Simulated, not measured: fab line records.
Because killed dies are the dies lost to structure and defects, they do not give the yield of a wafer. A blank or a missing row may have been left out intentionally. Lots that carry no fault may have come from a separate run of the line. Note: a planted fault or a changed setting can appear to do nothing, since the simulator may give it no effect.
Which tool did it? + flow sky130 + Sampling: 10 lots, 30 wafers, 3 of 708 route steps

WHAT THE GAUGES SHOWED, per wafer
SKY_VIA1_RS_MEAS_22: measures by four-point-probe.
| lot  | measured     | on            | VIA1_W_RS (ohm/sq) |
|------|--------------|---------------|--------------------|
| L149 | day 34 19:36 | film_metro-01 | 0.423 0.428 0.430  |
| L150 | day 35 02:04 | film_metro-01 | 0.427 0.424 0.430  |
| L151 | day 35 08:55 | film_metro-03 | 0.429 0.427 0.432  |
| L154 | day 36 13:23 | film_metro-01 | 0.431 0.431 0.428  |
| L156 | day 36 23:58 | film_metro-03 | 0.424 0.427 0.425  |
| L155 | day 37 05:23 | film_metro-02 | 0.433 0.433 0.431  |
| L157 | day 37 09:44 | film_metro-03 | 0.420 0.422 0.421  |
| L163 | day 39 00:20 | film_metro-03 | 0.592 0.422 0.584  |
| L164 | day 39 05:52 | film_metro-03 | 0.588 0.426 0.427  |
| L171 | day 41 03:34 | film_metro-01 | 0.433 0.427 0.419  |

TOOL THAT RAN EACH LOT (tool first, then ch and the chambers of the sampled wafers, then the start)
| lot  | SKY_METAL1_SPUTTER_00        | SKY_VIA1_CVD_21               |
|------|------------------------------|-------------------------------|
| L149 | pvd_sputter-01, day 32 12:04 | cvd_w-01 ch 0,1, day 34 19:31 |
| L150 | pvd_sputter-01, day 32 18:14 | cvd_w-01 ch 0,1, day 35 01:57 |
| L151 | pvd_sputter-03, day 33 00:40 | cvd_w-02 ch 0,1, day 35 08:49 |
| L154 | pvd_sputter-01, day 34 05:58 | cvd_w-01 ch 0,1, day 36 13:18 |
| L156 | pvd_sputter-01, day 34 16:25 | cvd_w-01 ch 0,1, day 36 23:51 |
| L155 | pvd_sputter-04, day 34 21:26 | cvd_w-02 ch 0,1, day 37 05:16 |
| L157 | pvd_sputter-01, day 35 01:11 | cvd_w-01 ch 0,1, day 37 09:38 |
| L163 | pvd_sputter-03, day 36 18:40 | cvd_w-01 ch 0,1, day 39 00:14 |
| L164 | pvd_sputter-04, day 36 23:15 | cvd_w-01 ch 0,1, day 39 05:46 |
| L171 | pvd_sputter-03, day 38 23:47 | cvd_w-02 ch 0,1, day 41 03:27 |
- SKY_METAL1_SPUTTER_00: material Ti, target thk 15 nm, time 10 s.
- SKY_VIA1_CVD_21: deposits W, target thk 270 nm, time 80.902 s.

THE ANSWER, worked out from the rows above alone
Rule: what is usual is taken from the lots themselves. The widest of any qualifying gaps counts: lots, ordered by their means at a reading, are off when they make up no more than a third of the lots, leave a main group of 4 or more, and stand apart from it by 3 or more times the standard deviation of that group's means. The tables above print the reading to a certain number of digits; a main group whose means all agree to those digits is not used. A lot without any number at a reading at which 4 lots or more have one is off too. Where the step has rows for the other lots, those lots are counted as sound.
Off: L163, L164, at SKY_VIA1_RS_MEAS_22 (VIA1_W_RS). Main group: mean 0.427 ohm/sq, sd 0.0032.
If a tool, at a process step before that reading, ran all the lots that are off and no sound lot after the first of them, it fits. Those tools and the gauges at SKY_VIA1_RS_MEAS_22 are tried in the same way. This does not decide it: 2 tools fit, namely cvd_w-01 at SKY_VIA1_CVD_21 and film_metro-03 at SKY_VIA1_RS_MEAS_22.

WHAT THE SIMULATOR HAD INSERTED
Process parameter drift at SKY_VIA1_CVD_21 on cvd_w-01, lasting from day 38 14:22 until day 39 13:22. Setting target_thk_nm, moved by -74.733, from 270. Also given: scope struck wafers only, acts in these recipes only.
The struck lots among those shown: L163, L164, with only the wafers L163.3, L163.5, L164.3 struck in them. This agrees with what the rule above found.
